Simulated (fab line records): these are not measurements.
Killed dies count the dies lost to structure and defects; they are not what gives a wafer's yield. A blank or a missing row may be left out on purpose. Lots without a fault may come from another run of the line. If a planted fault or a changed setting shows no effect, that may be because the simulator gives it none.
Problem report in the 8D (eight disciplines) form, filled by code	flow gf180mcu	the parts of the form that need people (team, actions taken, sign-off) are left out

== 1. THE PROBLEM ==
Wafers without a fault read 440.4 nm, standard deviation 2.4; cd_nm at GF_TOP_METAL_CD_MEAS_14 reads a mean of 464.5 nm on 6 wafers belonging to 2 lots. That is +10 standard deviations from the usual mean.
The step: target cd 440 nm.
The first sign was on wafer L898.1 at day 34 01:43, on cd_sem-01. The record has a number at this step for 36 wafers belonging to 12 lots. Rule for "out", or "out of limits": more than 4 standard deviations from the usual mean. The rest of the wafers with a number are treated as sound.

== 2. WHAT IT IS, WHAT IT ISN'T ==
question	is	is not
which readings at this step	cd_nm	-
which lots	L898, L899	L878, L879, L880, L882, L883, L884, L885, L886, L887, L891
which wafers of those lots	all that have a number	-
read on which gauges	cd_sem-01	cd_sem-02
when	from day 34 01:43	up to then (30 sound wafers)

== 3. WHAT RULES OUT EACH SUSPECT ==
Counting: a tool at a process step up to the reading stays a suspect if it ran every lot that is out and no sound lot after the first of them.
- the gauge at GF_TOP_METAL_CD_MEAS_14 has been ruled out. All the wafers that are out were read on cd_sem-01, but those of them that GF_TOP_METAL_STRIP_17 has rows for are out there too, on other tools.
- litho_track-02 at GF_TOP_METAL_COAT_09 (resist thk 1500 nm): kept. It ran every lot that is out, first L898 (day 33 18:22), and no sound lot after that; its last sound lot up to then is L891 (day 32 11:28).
The count leaves litho_track-02 at GF_TOP_METAL_COAT_09.

== 4. THE CAUSE (what the simulator had put in) ==
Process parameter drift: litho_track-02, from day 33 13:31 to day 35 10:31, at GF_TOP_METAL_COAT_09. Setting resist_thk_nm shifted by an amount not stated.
After counting, this tool was the only one left.

== 5. SEQUENCE OF EFFECTS, ordered by route ==
Each row: a reading where the mean over the struck wafers with a number is more than 3 standard deviations away from the usual. Scope: only readings with a usual standard deviation given in the record; hours: median across lots of the time from each lot's start at the first step in this table that gives one to its start at this step; sigmas: change in usual standard deviations.
hours	step	reading	usual	on struck wafers	change	sigmas
0	GF_TOP_METAL_CD_MEAS_14	cd_nm	440.4 nm	464.5	+24.1	+10
0	GF_TOP_METAL_STRIP_17	strip_time_to_endpoint_s	13.44 s	17.16	+3.72	+53
Here are the process steps it includes:
- GF_TOP_METAL_STRIP_17: strips in O2/N2.

== 6. HOW IT WOULD HAVE BEEN CAUGHT EARLIER ==
The first out-of-limits reading at a measuring or inspecting step in this record came at day 34 01:43, 12 hours after the fault's start at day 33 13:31.
No tool reading at GF_TOP_METAL_COAT_09 that has a usual standard deviation in the record was out on any struck wafer, so an alarm limit of 4 standard deviations on those readings would not have fired.
Lots out: 2; all had begun GF_TOP_METAL_COAT_09 on litho_track-02 by day 34 01:43. Had the tool been put on hold then, not one of them would have been saved.
